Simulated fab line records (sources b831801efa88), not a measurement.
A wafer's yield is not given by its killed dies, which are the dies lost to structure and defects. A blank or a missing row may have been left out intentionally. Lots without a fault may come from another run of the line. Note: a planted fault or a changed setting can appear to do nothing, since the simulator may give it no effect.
Struck lot and sound lot, side by side | flow sky130 | 15 steps out of a route of 708
Sound: wafers L825.2, L825.3, L825.6. Struck: wafers L809.1, L809.2, L809.4. The cause comes at the end.
Each step with rows lists, per side, the tool, then ch with its chambers, then its first start. Under that, the readings that differ: sound wafers | struck wafers | difference of the means | sigmas: that difference in standard deviations of wafers without a fault.
alike: readings with means less than 2 such deviations apart, plus words and numbers identical on both sides. not compared: withheld readings, readings lacking a value on some wafer, bounds such as >300 that could conceal the same value, and numbers that have no deviation in the record and whose values overlap.
A row with sigmas, a row that says differs or no value, or rows on one side alone: a step with any of these is where the two part. When numbers do not overlap yet have no deviation, they are printed without sigmas and do not part them. Lack of a reading on every wafer of one side parts them only where that side has two or more wafers.

first, 4 steps without rows for these wafers: SKY_LI_CONTACT_SOFTBAKE_08 (time 90 s); SKY_LI_CONTACT_EXPOSE_09 (exposes mask LICM1, target cd 170 nm); SKY_LI_CONTACT_PEB_10; SKY_LI_CONTACT_DEVELOP_11 (develop time 60 s).
SKY_LI_CONTACT_CD_MEAS_12: the cd target is 170 nm.
  sound: cd-sem-02 at day 37 03:24; struck: cd-sem-01 at day 31 16:37
  alike: cd-nm
SKY_LI_CONTACT_OVL_MEAS_13:
  sound: overlay-02 at day 37 03:31; struck: overlay-01 at day 31 16:44
  alike: LI_CONTACT_OVL
SKY_LI_CONTACT_ETCH_14: etches BARC in N2/H2, stops on SiO2, time 45.9 s, target depth 60 nm.
  sound on rie-diel-03 ch 2,3, day 37 03:32; struck on rie-diel-02 ch 1,2,3, day 31 16:46
  reading               | sound             | struck            | difference | sigmas
  oes-product-au (a.u.) | 0.865 0.865 0.857 | 0.850 0.855 0.843 | -0.013     | -3
  alike: drypump-motor-current-A, throttle-valve-pct
  not compared: rf-hours-counter-h
SKY_LI_CONTACT_ETCH_15: etches PSG in C4F8/O2/Ar, stops on Si, target depth 600 nm.
  sound on rie-diel-03 ch 2,3, day 37 03:35; struck on rie-diel-02 ch 1,2,3, day 31 16:49
  alike: oes-product-au
SKY_LI_CONTACT_STRIP_16: strips in O2/N2.
  sound on plasma-asher-01 ch 0,1, day 37 03:40; struck on plasma-asher-01 ch 0,1, day 31 16:55
  reading               | sound             | struck            | difference | sigmas
  oes-product-au (a.u.) | 0.376 0.375 0.366 | 0.393 0.380 0.377 | +0.011     | +2
  alike: drypump-motor-current-A, strip-time-to-endpoint-s
  not compared: rf-hours-counter-h
then, 2 steps without rows for these wafers: SKY_LI_CONTACT_CLEAN_17 (cleans in NMP, time 600 s); SKY_LI_CONTACT_PRE_CLEAN_18 (time 5.6 s).
SKY_LI_CONTACT_SPUTTER_19: material Ti, target thk 20 nm, time 106.37 s.
  sound: pvd-sputter-03 at day 37 03:58; struck: pvd-sputter-03 at day 31 17:13
  alike: cathode-dc-power-W, chamber-pressure-pa, throttle-valve-pct
SKY_LI_CONTACT_SPUTTER_20: material TiN, target thk 20 nm, time 80 s.
  sound: pvd-sputter-03 at day 37 04:02; struck: pvd-sputter-03 at day 31 17:17
  no value came back on the struck wafers for cathode-dc-power-W (W), chamber-pressure-pa (Pa), throttle-valve-pct (%); on the sound wafers cathode-dc-power-W (W) reads 4000.0 4000.8 4000.7
SKY_LI_CONTACT_CVD_21: deposits W, target thk 400 nm, time 120.56 s.
  sound on cvd-w-01 ch 0,1, day 37 04:05; struck on cvd-w-02 ch 0,1, day 31 17:21
  alike: heater-power-w
-- a jump in the record: the struck wafers' starts before and after are 16 days apart (it breaks off in module LI_CONTACT and resumes in module PAD_OPEN, where the first step shown is number 708 of the route) --
SKY_PAD_OPEN_PROBE_99:
  sound: prober-01 at day 51 08:01; struck: prober-02 at day 47 13:53
  reading            | sound    | struck                                                               | difference                   | sigmas
  hold               | - - -    | await-dispo/1.2h/scrap await-dispo/1.2h/scrap await-dispo/1.2h/scrap | no value on the sound wafers |
  killed-at-contacts | 25 29 36 | 440 427 422                                                          | +400                         | +75
  killed-dies        | 70 89 95 | 492 492 492                                                          | +407                         | +47
  killed-on-rim      | 17 18 18 | 96 96 96                                                             | +78                          | +22
  alike: killed_at_M0_to_M3, killed_at_M4_up, killed-at-front-end, killed-at-other, killed-open, killed-short

== WHERE THEY PART ==
First at SKY_LI_CONTACT_ETCH_14; last, within this record, at SKY_PAD_OPEN_PROBE_99.

WHY: whatever the simulator had introduced
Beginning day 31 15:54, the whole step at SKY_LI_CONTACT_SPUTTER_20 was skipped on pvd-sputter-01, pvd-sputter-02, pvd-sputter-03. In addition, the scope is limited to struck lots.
